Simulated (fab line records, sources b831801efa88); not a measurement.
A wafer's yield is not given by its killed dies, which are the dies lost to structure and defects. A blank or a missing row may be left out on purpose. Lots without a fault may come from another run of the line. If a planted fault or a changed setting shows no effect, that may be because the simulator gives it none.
Which tool is to blame? + flow sky130 + route of 708 steps, sampled at 1 step: 14 lots, 42 wafers

WHAT THE GAUGES READ, wafer by wafer
The record lacks any reading of a measuring or inspecting step that a usual standard deviation could be used to judge.

WHAT TOOL EACH LOT RAN ON (gives the tool, then ch and the chambers of the sampled wafers, and finally the start)
| lot  | SKY_LDD_N_IMPLANT_14            |
|------|---------------------------------|
| L208 | implanter-04 ch 0, day 17 08:25 |
| L209 | implanter-02 ch 0, day 17 17:53 |
| L210 | implanter-02 ch 0, day 18 14:15 |
| L212 | implanter-03 ch 0, day 19 02:35 |
| L211 | implanter-04 ch 0, day 19 05:08 |
| L213 | implanter-04 ch 0, day 19 13:19 |
| L215 | implanter-02 ch 0, day 20 08:18 |
| L216 | implanter-04 ch 0, day 20 15:40 |
| L225 | implanter-04 ch 0, day 23 22:02 |
| L226 | implanter-04 ch 0, day 24 01:13 |
| L227 | implanter-02 ch 0, day 24 16:20 |
| L228 | implanter-03 ch 0, day 25 02:14 |
| L229 | implanter-03 ch 0, day 25 13:11 |
| L230 | implanter-03 ch 0, day 26 04:31 |
- SKY_LDD_N_IMPLANT_14

WHAT THE TOOLS THEMSELVES READ (means of the sampled wafers that have a number; where no wafer has one, the mark that the record gives instead)
SKY_LDD_N_IMPLANT_14. Usual: beam on s 10.01 s, standard deviation 0.19; dose ions cm2 5.001e+12, standard deviation 6e+09.
| lot  | tool         | beam on s (s) | dose ions cm2 | flag |
|------|--------------|---------------|---------------|------|
| L208 | implanter-04 | 9.95          | 5.002e+12     |      |
| L209 | implanter-02 | 10.18         | 5.001e+12     |      |
| L210 | implanter-02 | 9.97          | 5.005e+12     |      |
| L212 | implanter-03 | 10.10         | 4.999e+12     |      |
| L211 | implanter-04 | 10.08         | 4.996e+12     |      |
| L213 | implanter-04 | 9.92          | 5.004e+12     |      |
| L215 | implanter-02 | 9.83          | 5.002e+12     |      |
| L216 | implanter-04 | 10.04         | 4.992e+12     |      |
| L225 | implanter-04 | 9.90          | 5.175e+12     | OFF  |
| L226 | implanter-04 | 10.13         | 5.170e+12     | OFF  |
| L227 | implanter-02 | 10.05         | 5.006e+12     |      |
| L228 | implanter-03 | 9.91          | 5.003e+12     |      |
| L229 | implanter-03 | 10.01         | 5.000e+12     |      |
| L230 | implanter-03 | 9.99          | 5.009e+12     |      |

THE ANSWER, worked out from the rows above alone
Rule: a lot counts as off when the mean over its wafers that have a number is more than 3 standard deviations away from the usual mean. Also off: a lot with no number at a reading for which 4 or more lots have one. Where the step has rows for the other lots, those lots are counted as sound. The gauges are gone through in route order, then the tools' own readings, and for those a lot's mean is taken as printed above. At the first step where some lot is off, the reading lying furthest off is the one used; lots without a number count as furthest.
Off: L225, L226, at SKY_LDD_N_IMPLANT_14 (dose ions cm2).
A tool fits if, at that step or a process step before it, it ran every lot that is off, and no sound lot after the first of them. One candidate fits, namely implanter-04 at SKY_LDD_N_IMPLANT_14. A fault onset in the window from L216 (day 20 15:40, its last sound lot) to L225 (day 23 22:02, its first lot off) fits.
The tool's own readings at SKY_LDD_N_IMPLANT_14 bear it out: on the lots that are off they differ by more than 5 times the standard deviation of the sound lots' means. dose ions cm2 reads 5.172e+12 there against 5.002e+12 on the sound lots.

WHAT THE SIMULATOR HAD INSERTED
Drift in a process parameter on implanter-04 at SKY_LDD_N_IMPLANT_14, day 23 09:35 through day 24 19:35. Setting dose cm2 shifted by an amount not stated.
Struck lots among those shown: L225, L226. The rule above reached the same finding.
